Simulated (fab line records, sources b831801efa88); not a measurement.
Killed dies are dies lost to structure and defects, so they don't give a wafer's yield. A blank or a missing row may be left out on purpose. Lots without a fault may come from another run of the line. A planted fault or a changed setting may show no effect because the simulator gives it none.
Chamber matching | flow sfq_line | SFQ_TRILAYER_I7_CMP_CMP_184 on cmp-02: 4 sister chambers
The step polishes SiO2. 4 wafers are shown with their chamber, then 8 later ones without.

WAFERS WITH THEIR CHAMBER
wafer  | chamber | motor_current_A (A)
L350.6 | 0       | 10.3
L356.5 | 2       | 8.1
L356.6 | 1       | 10.3
L357.1 | 3       | 10.8

WAFERS WITHOUT THEIR CHAMBER
wafer  | motor_current_A (A)
L358.2 | 8.1
L358.6 | 7.8
L363.2 | 11.6
L363.4 | 7.8
L363.6 | 11.5
L365.2 | 7.8
L365.3 | 10.9
L365.5 | 8.2

WHICH CHAMBER EACH WENT THROUGH
wafer  | from the rows above          | in truth
L358.2 | 2                            | 2
L358.6 | 2                            | 2
L363.2 | can't be placed: 3 or 0 or 1 | 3
L363.4 | 2                            | 2
L363.6 | can't be placed: 3 or 0 or 1 | 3
L365.2 | 2                            | 2
L365.3 | can't be placed: 3 or 0 or 1 | 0
L365.5 | 2                            | 2
Placed correctly: 5 of 8. Can't be placed from these rows: 3 (the true chamber is among the candidates in 3). Placed wrongly: 0.
How it was worked out, from the rows above alone: a wafer's distance from a chamber is the root of the sum, over the readings, of the square of ((its reading less the chamber's mean) divided by the reading's scatter). The wafer belongs to the nearest chamber; if the next one is less than 2 further off, it can't be placed. A chamber's mean is the mean of its shown wafers. The scatter: with one shown wafer a chamber, the root of the mean of the squares of how far each hidden wafer lies from its nearest shown one.
